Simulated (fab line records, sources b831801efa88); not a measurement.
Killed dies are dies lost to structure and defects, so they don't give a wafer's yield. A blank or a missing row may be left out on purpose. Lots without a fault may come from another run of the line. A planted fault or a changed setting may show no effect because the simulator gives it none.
A struck lot beside a sound one | flow sky130 | 20 steps out of a route of 708
Sound: wafers L639.2, L639.3, L639.4. Struck: wafers L631.2, L631.3, L631.5. The cause comes at the end.
At each step with rows: each side's tool, then ch and its chambers, then its first start. Under that, the readings that differ: sound wafers | struck wafers | difference of the means | sigmas: that difference in standard deviations of wafers without a fault.
alike: readings whose means differ by less than 2 such deviations, and words and numbers that are the same on both sides. not compared: withheld readings, readings that some wafer has no value for, bounds like >300 that may hide the same value, and numbers for which the record gives no deviation and whose values overlap.
The two part at a step that has a row with sigmas, a row that says differs or no value, or rows on one side only. Numbers that don't overlap but have no deviation are shown without sigmas and don't part them. A reading that every wafer of one side lacks parts them only if that side has two wafers or more.

SKY_RES_XHIGH_STRIP_08: strips in O2/N2.
  sound on plasma_asher-04 ch 0,1, day 33 00:29; struck on plasma_asher-02 ch 0,1, day 30 13:14
  alike: drypump_motor_current_A, oes_product_au, strip_time_to_endpoint_s
  not compared: rf_hours_counter_h
SKY_RES_XHIGH_TW_MEAS_09:
  sound on film_metro-04, day 33 00:35; struck on film_metro-03, day 30 13:20
  alike: RES_XHIGH_TW
then, 7 steps without rows for these wafers: SKY_SD_N_DEHYDRATE_00 (time 60 s); SKY_SD_N_HMDS_01 (prime time 60 s); SKY_SD_N_COAT_02 (resist thk 1140 nm); SKY_SD_N_SOFTBAKE_03 (time 60 s); SKY_SD_N_EXPOSE_04 (exposes mask NSDM, target cd 380 nm); SKY_SD_N_PEB_05; SKY_SD_N_DEVELOP_06 (develop time 60 s).
SKY_SD_N_CD_MEAS_07: target cd 380 nm.
  sound on cd_sem-02, day 34 02:48; struck on cd_sem-02, day 31 17:04
  alike: cd_nm
SKY_SD_N_OVL_MEAS_08:
  sound on overlay-02, day 34 02:55; struck on overlay-01, day 31 17:10
  alike: SD_N_OVL
then, 1 step without rows for these wafers: SKY_SD_N_IMPLANT_09.
SKY_SD_N_IMPLANT_10:
  sound on implanter-04 ch 0, day 34 03:07; struck on implanter-01 ch 0, day 31 17:22
  reading            | sound                          | struck                        | difference | sigmas
  dose_ions_cm2      | 9.994e+13 1.0024e+14 9.988e+13 | 4.495e+13 4.503e+13 4.501e+13 | -5.502e+13 | -99 or more
  faraday_current_uA | 503 492 492                    | 257 248 254                   | -243       | -11
SKY_SD_N_STRIP_11: strips in O2/N2.
  sound on plasma_asher-03 ch 0,1, day 34 03:14; struck on plasma_asher-03 ch 0,1, day 31 17:29
  alike: drypump_motor_current_A, oes_product_au, strip_time_to_endpoint_s
  not compared: rf_hours_counter_h
SKY_SD_N_TW_MEAS_12:
  sound on film_metro-01, day 34 03:21; struck on film_metro-03, day 31 17:36
  alike: SD_N_TW
then, 1 step without rows for these wafers: SKY_SD_N_CLEAN_13 (cleans in SC1/SC2, time 150 s).
SKY_SD_N_RTA_14: time 2 s.
  sound on rtp_anneal-02 ch 0, day 34 03:28; struck on rtp_anneal-02 ch 0, day 31 17:43
  alike: lamp_power_pct, wafer_temp_C_max
SKY_SD_N_RS_MEAS_16: measures by four-point-probe.
  sound on film_metro-03, day 34 03:38; struck on film_metro-03, day 31 18:16
  reading          | sound             | struck            | difference | sigmas
  SD_N_RS (ohm/sq) | 68.66 68.80 68.80 | 70.15 70.04 70.19 | +1.37      | +9
  not compared: hold
SKY_SD_N_RS_MEAS_17: measures by four-point-probe.
  sound on film_metro-03, day 34 03:46; struck on film_metro-03, day 31 21:28
  reading | sound | struck                                                                     | difference                   | sigmas
  hold    | - - - | await_dispo/3.1h/release await_dispo/3.1h/release await_dispo/3.1h/release | no value on the sound wafers |
  alike: SD_P_RS
-- the record jumps here: 17 days lie between the struck wafers' starts before and after (it left off in module SD_N and takes up again in module PAD_OPEN, whose first step shown is number 708 of the route) --
SKY_PAD_OPEN_PROBE_99:
  sound on prober-02, day 50 06:19; struck on prober-02, day 48 16:33
  reading                         | sound           | struck          | difference | sigmas
  model.etest.res_ndiff.rs_ohm_sq | 119.3 119 120.5 | 121.4 121 121.8 | +1.8       |
  alike: killed_at_M0_to_M3, killed_at_M4_up, killed_at_contacts, killed_at_front_end, killed_at_other, killed_dies, killed_open, killed_short

WHERE THEY PART
First at SKY_SD_N_IMPLANT_10; last, within this record, at SKY_SD_N_RS_MEAS_17. Later steps at which nothing parts them and some readings are alike: SKY_PAD_OPEN_PROBE_99.

WHY: what the simulator had put in
Process parameter drift: implanter-01, from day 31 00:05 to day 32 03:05, at SKY_SD_N_IMPLANT_10. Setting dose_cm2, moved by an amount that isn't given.
